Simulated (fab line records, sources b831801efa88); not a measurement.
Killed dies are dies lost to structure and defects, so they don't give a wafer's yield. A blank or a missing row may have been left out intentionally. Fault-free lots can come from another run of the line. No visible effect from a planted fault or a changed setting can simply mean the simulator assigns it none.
The tool behind it: which one? | flow sky130 | 33 wafers from 11 lots sampled at 3 of the route's 708 steps

WHAT THE GAUGES SHOWED, per wafer
SKY_LDD_P_TW_MEAS_11.
lot  | measured     | on           | LDD_P_TW
L729 | day 20 01:32 | filmMetro-03 | 653 649 650 650 652 651
L730 | day 20 01:41 | filmMetro-01 | 651 651 656 651 651 653
L738 | day 22 23:46 | filmMetro-02 | 635 634 631
L741 | day 24 01:24 | filmMetro-02 | 626 626 629
L742 | day 24 15:12 | filmMetro-01 | 635 636 631
L743 | day 24 18:34 | filmMetro-02 | 632 631 629
L744 | day 24 23:24 | filmMetro-01 | 634 636 635
L745 | day 25 08:36 | filmMetro-02 | 630 629 626
L746 | day 25 11:42 | filmMetro-03 | 637 632 637
L748 | day 26 07:25 | filmMetro-02 | 634 636 634
L751 | day 27 07:19 | filmMetro-02 | 627 630 628

WHICH TOOL RAN EACH LOT (tool, then ch and the chambers of the sampled wafers, then the start)
lot  | SKY_FIELD_ISO_STRIP_16             | SKY_LDD_P_IMPLANT_09
L729 | plasmaAsher-03 ch 0,1, day 2 12:13 | implanter-01 ch 0, day 20 01:19
L730 | plasmaAsher-04 ch 0,1, day 2 15:17 | implanter-01 ch 0, day 20 01:28
L738 | plasmaAsher-03 ch 1, day 4 10:22   | implanter-04 ch 0, day 22 23:31
L741 | plasmaAsher-01 ch 0,1, day 5 00:30 | implanter-04 ch 0, day 24 01:09
L742 | plasmaAsher-01 ch 0,1, day 5 08:48 | implanter-01 ch 0, day 24 14:57
L743 | plasmaAsher-04 ch 0,1, day 5 10:24 | implanter-04 ch 0, day 24 18:19
L744 | plasmaAsher-01 ch 0,1, day 5 16:01 | implanter-02 ch 0, day 24 23:11
L745 | plasmaAsher-04 ch 0,1, day 5 21:28 | implanter-01 ch 0, day 25 08:23
L746 | plasmaAsher-03 ch 0,1, day 6 02:09 | implanter-01 ch 0, day 25 11:27
L748 | plasmaAsher-04 ch 0, day 6 13:40   | implanter-04 ch 0, day 26 07:10
L751 | plasmaAsher-04 ch 0, day 7 04:15   | implanter-02 ch 0, day 27 07:04
- SKY_FIELD_ISO_STRIP_16: strips in O2/N2.
- SKY_LDD_P_IMPLANT_09

THE ANSWER, worked out from the rows above alone
Rule: what is usual is taken from the lots themselves. Put in order of their means at a reading, lots are off if they are a third of the lots or fewer, leave a main group of 4 or more, and stand apart from it by a gap of 3 or more times the standard deviation of the main group's means; of several such gaps the widest counts. If all means in a main group match to the digits the tables above print for the reading, that group is not used. A lot without any number at a reading at which 4 lots or more have one is off too. Any other lot the step has rows for is counted as sound.
Off: L729, L730, seen at SKY_LDD_P_TW_MEAS_11 (LDD_P_TW). For the main group the mean is 632 and the standard deviation 3.1.
A tool fits if, at a process step before that reading, it ran every lot that is off, and no sound lot after the first of them. The gauges at SKY_LDD_P_TW_MEAS_11 are tried like those tools. No candidate that was tried fits.

WHAT THE SIMULATOR HAD INSERTED
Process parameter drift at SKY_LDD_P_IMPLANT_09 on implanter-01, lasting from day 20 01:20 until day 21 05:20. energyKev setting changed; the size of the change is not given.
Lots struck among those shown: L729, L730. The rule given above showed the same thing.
